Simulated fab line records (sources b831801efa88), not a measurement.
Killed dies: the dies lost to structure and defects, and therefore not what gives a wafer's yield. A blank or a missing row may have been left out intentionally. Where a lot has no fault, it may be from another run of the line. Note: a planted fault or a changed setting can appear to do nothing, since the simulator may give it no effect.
A single fault, viewed from 2 desks :: flow gf180mcu :: only its own numbers are on each desk; what lay behind them is given at the end

## AT THE TOOL OWNER'S DESK: lithoTrack-03
The tool's own readings at GF_HV_LDD_DEVELOP_18 (develop time 60 s): means of the sampled wafers that have a number, for each lot that ran on this tool. Marked OUT: a lot whose mean sits more than 4 standard deviations from the usual mean, which makes it out of limits; the brackets give that distance.
Columns: A = chillPlateTempC at GF_HV_LDD_DEVELOP_18, usual 23.00 C; B = developerTempC at GF_HV_LDD_DEVELOP_18, usual 23.01 C
lot: L187
first seen here: day 11 09:50
A: 22.96
B: 23.01

lot: L188
first seen here: day 11 15:14
A: 23.00
B: 22.95

lot: L190
first seen here: day 12 06:48
A: 22.91
B: 23.00

lot: L193
first seen here: day 13 03:24
A: 23.04
B: 23.00

lot: L196
first seen here: day 14 04:59
A: 23.08
B: 23.06

lot: L197
first seen here: day 14 12:17
A: 23.05
B: 22.90

lot: L198
first seen here: day 14 18:10
A: 23.08
B: 22.13 (-9.3) OUT

lot: L200
first seen here: day 15 12:16
A: 23.11
B: 21.99 (-11) OUT
This desk's finding: out of limits on L198, L200; first on L198, day 14 18:10 (developerTempC at GF_HV_LDD_DEVELOP_18). Within limits: L187, L188, L190, L193, L196, L197.

## THE METROLOGY DESK
What the gauges read for every lot (on any tool): the sampled wafers with a number, averaged. Marked OUT: a lot whose mean sits more than 4 standard deviations from the usual mean, which makes it out of limits; the brackets give that distance.
Columns: A = cdNm at GF_POLY_GATE_CD_MEAS_18, usual 280.2 nm; B = cdNm at GF_HV_LDD_CD_MEAS_19, usual 400.2 nm; C = cdNm at GF_HV_LDD_CD_MEAS_31, usual 399.5 nm
lot: L185
first seen here: day 9 04:37
A: 280.5
B: 399.9
C: 400.6

lot: L187
first seen here: day 9 21:57
A: 278.5
B: 399.9
C: 399.8

lot: L188
first seen here: day 10 03:01
A: 282.2
B: 399.4
C: 397.5

lot: L190
first seen here: day 10 18:34
A: 280.2
B: 398.5
C: 396.5

lot: L191
first seen here: day 11 02:29
A: 281.2
B: 398.8
C: 397.9

lot: L192
first seen here: day 11 11:03
A: 278.5
B: 399.3
C: 404.6

lot: L193
first seen here: day 11 13:13
A: 278.9
B: 405.7
C: 399.4

lot: L194
first seen here: day 12 04:06
A: 279.4
B: 399.5
C: 396.1

lot: L195
first seen here: day 12 08:18
A: 280.8
B: 398.7
C: 399.8

lot: L196
first seen here: day 12 13:17
A: 280.5
B: 400.8
C: 398.2

lot: L197
first seen here: day 12 19:34
A: 279.7
B: 399.7
C: 399.4

lot: L198
first seen here: day 13 01:52
A: 281.5
B: 400.0
C: 394.5

lot: L200
first seen here: day 13 19:13
A: 282.6
B: 406.0
C: 400.3

lot: L203
first seen here: day 14 16:31
A: 281.7
B: 396.8
C: 401.6
This desk's verdict: no lot among the 14 shows anything out of limits.

## ALL TOGETHER
The tool owner's desk had the chance to raise an alarm at day 14 18:10 on L198, L200.
At the metrology desk, nothing out of limits was observed.
The metrology desk has L198, L200 on record, within its limits.
On lithoTrack-03, each named lot ran GF_HV_LDD_DEVELOP_18.

## WHAT WAS PUT IN BY THE SIMULATOR
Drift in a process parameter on lithoTrack-03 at GF_HV_LDD_DEVELOP_18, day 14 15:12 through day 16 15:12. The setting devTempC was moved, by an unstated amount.
Shown lots that were struck: L198, L200.
How many hours passed from the start of the fault until each desk's first out-of-limits reading: the tool owner's desk, 3.
